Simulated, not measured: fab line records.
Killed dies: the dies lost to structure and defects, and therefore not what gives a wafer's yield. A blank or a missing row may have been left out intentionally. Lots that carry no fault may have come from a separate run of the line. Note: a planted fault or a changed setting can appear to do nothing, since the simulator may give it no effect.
Which tool did it? || flow gf180mcu || 14 lots with 42 wafers sampled at 6 steps, on a route of 602 steps

WHAT EACH GAUGE READ, for each wafer
GF_HV_LDD_TW_MEAS_38.
{"lot": "L916", "measured": "day 11 14:05", "on": "film-metro-03", "HV_LDD_3_TW": "1431 1422 1427"}
{"lot": "L917", "measured": "day 11 19:53", "on": "film-metro-01", "HV_LDD_3_TW": "1416 1420 1418"}
{"lot": "L918", "measured": "day 12 02:10", "on": "film-metro-03", "HV_LDD_3_TW": "1426 1421 1428"}
{"lot": "L919", "measured": "day 12 14:16", "on": "film-metro-03", "HV_LDD_3_TW": "1425 1419 1425"}
{"lot": "L922", "measured": "day 13 09:20", "on": "film-metro-04", "HV_LDD_3_TW": "1428 1430 1432"}
{"lot": "L924", "measured": "day 14 11:53", "on": "film-metro-04", "HV_LDD_3_TW": "1298 1304 1295"}
{"lot": "L925", "measured": "day 14 12:08", "on": "film-metro-04", "HV_LDD_3_TW": "1300 1302 1300"}
{"lot": "L926", "measured": "day 14 23:13", "on": "film-metro-03", "HV_LDD_3_TW": "1416 1428 1425"}
{"lot": "L928", "measured": "day 15 12:57", "on": "film-metro-01", "HV_LDD_3_TW": "1431 1437 1436"}
{"lot": "L933", "measured": "day 17 02:25", "on": "film-metro-01", "HV_LDD_3_TW": "1427 1436 1437"}
{"lot": "L935", "measured": "day 17 18:25", "on": "film-metro-01", "HV_LDD_3_TW": "1431 1429 1433"}
{"lot": "L936", "measured": "day 18 01:37", "on": "film-metro-03", "HV_LDD_3_TW": "1433 1430 1430"}
{"lot": "L937", "measured": "day 18 05:37", "on": "film-metro-04", "HV_LDD_3_TW": "1427 1429 1427"}
{"lot": "L938", "measured": "day 18 16:59", "on": "film-metro-01", "HV_LDD_3_TW": "1430 1422 1420"}

GF_HV_LDD_RS_MEAS_53: measurement is done with a four-point probe.
{"lot": "L916", "measured": "day 12 08:18", "on": "film-metro-01", "HV_LDD_RS (ohm/sq)": "417.0 416.6 415.7"}
{"lot": "L917", "measured": "day 12 15:38", "on": "film-metro-01", "HV_LDD_RS (ohm/sq)": "420.9 421.4 420.5"}
{"lot": "L918", "measured": "day 12 22:26", "on": "film-metro-01", "HV_LDD_RS (ohm/sq)": "419.6 419.8 417.4"}
{"lot": "L919", "measured": "day 13 10:19", "on": "film-metro-04", "HV_LDD_RS (ohm/sq)": "418.2 417.8 417.6"}
{"lot": "L922", "measured": "day 14 05:50", "on": "film-metro-04", "HV_LDD_RS (ohm/sq)": "418.9 419.0 417.2"}
{"lot": "L924", "measured": "day 15 09:17", "on": "film-metro-04", "HV_LDD_RS (ohm/sq)": "440.0 438.4 438.7"}
{"lot": "L925", "measured": "day 15 10:14", "on": "film-metro-04", "HV_LDD_RS (ohm/sq)": "439.3 438.8 439.4"}
{"lot": "L926", "measured": "day 15 21:08", "on": "film-metro-01", "HV_LDD_RS (ohm/sq)": "417.0 419.6 417.7"}
{"lot": "L928", "measured": "day 16 11:41", "on": "film-metro-03", "HV_LDD_RS (ohm/sq)": "418.3 419.5 420.0"}
{"lot": "L933", "measured": "day 18 02:00", "on": "film-metro-03", "HV_LDD_RS (ohm/sq)": "417.0 418.2 418.4"}
{"lot": "L935", "measured": "day 18 17:17", "on": "film-metro-04", "HV_LDD_RS (ohm/sq)": "418.3 418.0 417.7"}
{"lot": "L936", "measured": "day 18 23:42", "on": "film-metro-01", "HV_LDD_RS (ohm/sq)": "417.9 418.8 418.1"}
{"lot": "L937", "measured": "day 19 05:03", "on": "film-metro-01", "HV_LDD_RS (ohm/sq)": "420.6 420.3 418.6"}
{"lot": "L938", "measured": "day 19 17:46", "on": "film-metro-04", "HV_LDD_RS (ohm/sq)": "418.6 419.4 418.9"}

GF_PSD_OVL_MEAS_08.
{"lot": "L916", "measured": "day 14 02:43", "on": "overlay-01", "PSD_OVL (nm)": "-1.2 -0.3 0.7"}
{"lot": "L917", "measured": "day 14 11:16", "on": "overlay-01", "PSD_OVL (nm)": "2.7 4.1 3.7"}
{"lot": "L918", "measured": "day 14 22:04", "on": "overlay-02", "PSD_OVL (nm)": "-1.9 -1.0 1.2"}
{"lot": "L919", "measured": "day 15 08:37", "on": "overlay-01", "PSD_OVL (nm)": "2.1 1.2 0.8"}
{"lot": "L922", "measured": "day 16 03:55", "on": "overlay-02", "PSD_OVL (nm)": "0.5 0.2 0.1"}
{"lot": "L926", "measured": "day 17 21:08", "on": "overlay-02", "PSD_OVL (nm)": "-0.5 -1.3 -1.1"}
{"lot": "L928", "measured": "day 18 12:25", "on": "overlay-01", "PSD_OVL (nm)": "-0.7 -0.7 0.9"}
{"lot": "L933", "measured": "day 20 05:16", "on": "overlay-01", "PSD_OVL (nm)": "-3.7 -2.9 -2.8"}
{"lot": "L935", "measured": "day 20 20:46", "on": "overlay-02", "PSD_OVL (nm)": "1.9 0.2 2.5"}
{"lot": "L936", "measured": "day 21 05:56", "on": "overlay-01", "PSD_OVL (nm)": "0.6 1.2 1.5"}
{"lot": "L937", "measured": "day 21 08:41", "on": "overlay-01", "PSD_OVL (nm)": "-1.1 -0.3 1.2"}
{"lot": "L938", "measured": "day 21 20:23", "on": "overlay-02", "PSD_OVL (nm)": "-0.1 -0.3 -2.5"}

GF_SAB_THK_MEAS_01.
{"lot": "L916", "measured": "day 14 03:27", "on": "film-metro-01", "SAB_CVD_00_THK (nm)": "50.1 50.5 50.7"}
{"lot": "L917", "measured": "day 14 12:00", "on": "film-metro-02", "SAB_CVD_00_THK (nm)": "50.1 49.5 51.1"}
{"lot": "L918", "measured": "day 14 22:49", "on": "film-metro-02", "SAB_CVD_00_THK (nm)": "49.5 49.9 50.5"}
{"lot": "L919", "measured": "day 15 09:22", "on": "film-metro-02", "SAB_CVD_00_THK (nm)": "48.9 50.0 49.7"}
{"lot": "L922", "measured": "day 16 04:40", "on": "film-metro-01", "SAB_CVD_00_THK (nm)": "49.9 49.0 50.9"}
{"lot": "L926", "measured": "day 17 21:53", "on": "film-metro-02", "SAB_CVD_00_THK (nm)": "49.6 49.9 50.7"}
{"lot": "L928", "measured": "day 18 13:10", "on": "film-metro-01", "SAB_CVD_00_THK (nm)": "49.7 49.5 49.7"}
{"lot": "L933", "measured": "day 20 06:01", "on": "film-metro-02", "SAB_CVD_00_THK (nm)": "48.6 49.5 50.5"}
{"lot": "L935", "measured": "day 20 21:30", "on": "film-metro-01", "SAB_CVD_00_THK (nm)": "50.7 50.3 50.8"}
{"lot": "L936", "measured": "day 21 06:40", "on": "film-metro-04", "SAB_CVD_00_THK (nm)": "49.5 48.6 49.0"}
{"lot": "L937", "measured": "day 21 09:25", "on": "film-metro-01", "SAB_CVD_00_THK (nm)": "48.9 49.6 50.4"}
{"lot": "L938", "measured": "day 21 21:08", "on": "film-metro-01", "SAB_CVD_00_THK (nm)": "50.7 50.1 49.5"}

GF_SAB_CD_MEAS_09: the cd target is 420 nm.
{"lot": "L916", "measured": "day 15 00:25", "on": "cd-sem-02", "cd-nm (nm)": "415.9 416.6 419.1"}
{"lot": "L917", "measured": "day 15 09:03", "on": "cd-sem-02", "cd-nm (nm)": "421.1 418.8 421.1"}
{"lot": "L918", "measured": "day 15 19:54", "on": "cd-sem-02", "cd-nm (nm)": "423.0 423.1 422.4"}
{"lot": "L919", "measured": "day 16 07:26", "on": "cd-sem-02", "cd-nm (nm)": "417.3 416.2 417.3"}
{"lot": "L922", "measured": "day 17 03:12", "on": "cd-sem-01", "cd-nm (nm)": "419.0 417.4 418.9"}
{"lot": "L926", "measured": "day 18 19:48", "on": "cd-sem-02", "cd-nm (nm)": "416.9 418.3 417.7"}
{"lot": "L928", "measured": "day 19 12:24", "on": "cd-sem-01", "cd-nm (nm)": "419.6 422.2 420.9"}
{"lot": "L933", "measured": "day 21 05:28", "on": "cd-sem-02", "cd-nm (nm)": "419.4 421.9 420.1"}
{"lot": "L935", "measured": "day 21 20:45", "on": "cd-sem-01", "cd-nm (nm)": "419.0 417.5 417.7"}
{"lot": "L936", "measured": "day 22 06:36", "on": "cd-sem-01", "cd-nm (nm)": "419.3 421.6 419.7"}
{"lot": "L937", "measured": "day 22 08:40", "on": "cd-sem-01", "cd-nm (nm)": "418.2 419.2 418.6"}
{"lot": "L938", "measured": "day 22 20:07", "on": "cd-sem-02", "cd-nm (nm)": "423.5 423.0 422.6"}

WHAT TOOL EACH LOT RAN ON (gives the tool, then ch and the chambers of the sampled wafers, and finally the start)
{"lot": "L916", "GF_HV_LDD_IMPLANT_36": "implanter-03 ch 0, day 11 13:50"}
{"lot": "L917", "GF_HV_LDD_IMPLANT_36": "implanter-03 ch 0, day 11 19:38"}
{"lot": "L918", "GF_HV_LDD_IMPLANT_36": "implanter-03 ch 0, day 12 01:55"}
{"lot": "L919", "GF_HV_LDD_IMPLANT_36": "implanter-03 ch 0, day 12 14:02"}
{"lot": "L922", "GF_HV_LDD_IMPLANT_36": "implanter-04 ch 0, day 13 09:05"}
{"lot": "L924", "GF_HV_LDD_IMPLANT_36": "implanter-02, day 14 11:40"}
{"lot": "L925", "GF_HV_LDD_IMPLANT_36": "implanter-04, day 14 11:54"}
{"lot": "L926", "GF_HV_LDD_IMPLANT_36": "implanter-02 ch 0, day 14 22:58"}
{"lot": "L928", "GF_HV_LDD_IMPLANT_36": "implanter-04 ch 0, day 15 12:42"}
{"lot": "L933", "GF_HV_LDD_IMPLANT_36": "implanter-02 ch 0, day 17 02:11"}
{"lot": "L935", "GF_HV_LDD_IMPLANT_36": "implanter-02 ch 0, day 17 18:10"}
{"lot": "L936", "GF_HV_LDD_IMPLANT_36": "implanter-02 ch 0, day 18 01:22"}
{"lot": "L937", "GF_HV_LDD_IMPLANT_36": "implanter-02 ch 0, day 18 05:22"}
{"lot": "L938", "GF_HV_LDD_IMPLANT_36": "implanter-04 ch 0, day 18 16:47"}
- GF_HV_LDD_IMPLANT_36

WHAT THE TOOLS THEMSELVES READ (means of the sampled wafers that have a number; where no wafer has one, the mark that the record gives instead)
GF_HV_LDD_IMPLANT_36.
{"lot": "L916", "tool": "implanter-03", "beam-energy-keV": 59.975, "beam-on-s (s)": 10.11}
{"lot": "L917", "tool": "implanter-03", "beam-energy-keV": 59.988, "beam-on-s (s)": 10.01}
{"lot": "L918", "tool": "implanter-03", "beam-energy-keV": 60.004, "beam-on-s (s)": 9.99}
{"lot": "L919", "tool": "implanter-03", "beam-energy-keV": 59.986, "beam-on-s (s)": 10.05}
{"lot": "L922", "tool": "implanter-04", "beam-energy-keV": 59.990, "beam-on-s (s)": 10.05}
{"lot": "L924", "tool": "implanter-02", "beam-energy-keV": "-", "beam-on-s (s)": "-"}
{"lot": "L925", "tool": "implanter-04", "beam-energy-keV": "-", "beam-on-s (s)": "-"}
{"lot": "L926", "tool": "implanter-02", "beam-energy-keV": 60.016, "beam-on-s (s)": 9.96}
{"lot": "L928", "tool": "implanter-04", "beam-energy-keV": 60.034, "beam-on-s (s)": 10.22}
{"lot": "L933", "tool": "implanter-02", "beam-energy-keV": 59.994, "beam-on-s (s)": 10.14}
{"lot": "L935", "tool": "implanter-02", "beam-energy-keV": 60.001, "beam-on-s (s)": 9.93}
{"lot": "L936", "tool": "implanter-02", "beam-energy-keV": 59.984, "beam-on-s (s)": 10.09}
{"lot": "L937", "tool": "implanter-02", "beam-energy-keV": 59.977, "beam-on-s (s)": 9.86}
{"lot": "L938", "tool": "implanter-04", "beam-energy-keV": 59.995, "beam-on-s (s)": 10.15}

THE ANSWER, worked out from the rows above alone
Rule: usual is defined by the lots themselves. The widest of any qualifying gaps counts: lots, ordered by their means at a reading, are off when they make up no more than a third of the lots, leave a main group of 4 or more, and stand apart from it by 3 or more times the standard deviation of that group's means. Not used: any main group whose means are identical at the precision the tables above print for the reading. A lot without any number at a reading at which 4 lots or more have one is off too. Any other lot the step has rows for is counted as sound. Order of review: gauges by route order, followed by the tools' own readings, for which a lot's mean as printed above is used. At the first step where some lot is off, the reading lying furthest off is the one used; lots without a number count as furthest.
Off: L924, L925, at GF_HV_LDD_TW_MEAS_38 (HV_LDD_3_TW). Mean 1427 and standard deviation 4.7 in the main group.
A tool fits if, at a process step before that reading, it ran every lot that is off, and no sound lot after the first of them. Not tried: the gauges at GF_HV_LDD_TW_MEAS_38; whatever is off there is also off at GF_HV_LDD_IMPLANT_36, on other tools, and gauge error can't account for it. Of those tried, none fits.

WHAT THE SIMULATOR HAD INSERTED
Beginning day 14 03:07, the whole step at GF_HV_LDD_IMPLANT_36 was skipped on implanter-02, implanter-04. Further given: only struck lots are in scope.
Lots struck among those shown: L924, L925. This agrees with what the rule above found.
